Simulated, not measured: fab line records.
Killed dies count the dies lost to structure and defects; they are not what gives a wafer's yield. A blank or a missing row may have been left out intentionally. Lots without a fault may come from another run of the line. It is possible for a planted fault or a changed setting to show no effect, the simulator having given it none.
One fault through the eyes of 2 desks :: flow sky130 :: what lay behind the numbers comes last; until then each desk has only its own

FROM THE METROLOGY DESK
What the gauges read for every lot (on any tool): the sampled wafers with a number, averaged. The brackets show how far a lot's mean lies from the usual mean; more than 4 standard deviations puts the lot out of limits, marked OUT.
Columns: A = CONTACT_W_RS at SKY_CONTACT_RS_MEAS_25, usual 0.340 ohm/sq; B = CONTACT_W_THK at SKY_CONTACT_THK_MEAS_26, usual 332 nm
lot: L373
first seen here: day 32 19:48
A: 0.342
B: 329

lot: L376
first seen here: day 33 21:41
A: 0.341
B: 331

lot: L382
first seen here: day 36 03:23
A: 0.337
B: 336

lot: L386
first seen here: day 38 10:22
A: 0.339
B: 329

lot: L388
first seen here: day 38 10:36
A: 0.339
B: 329
Finding of this desk: none of the 5 lots has anything out of limits.

FOR THE TOOL OWNER'S DESK: pvd-sputter-02
The tool's own readings at SKY_METAL1_SPUTTER_03 (material Ti, target thk 5 nm, time 3.3 s): means of the sampled wafers that have a number, for each lot that ran on this tool. The brackets show how far a lot's mean lies from the usual mean; more than 4 standard deviations puts the lot out of limits, marked OUT.
Columns: A = chamber-pressure-pa at SKY_METAL1_SPUTTER_03, usual 0.4000 Pa; B = throttle-valve-pct at SKY_METAL1_SPUTTER_03, usual 29.8 %
lot: L373
first seen here: day 32 20:20
A: 0.4005
B: 29.0

lot: L382
first seen here: day 36 04:00
A: 0.4000
B: 29.5
Finding of this desk: none of the 2 lots has anything out of limits.

BROUGHT TOGETHER
At the metrology desk, nothing out of limits was observed.
The tool owner's desk saw nothing out of limits.

WHAT HAD BEEN PUT IN BY THE SIMULATOR
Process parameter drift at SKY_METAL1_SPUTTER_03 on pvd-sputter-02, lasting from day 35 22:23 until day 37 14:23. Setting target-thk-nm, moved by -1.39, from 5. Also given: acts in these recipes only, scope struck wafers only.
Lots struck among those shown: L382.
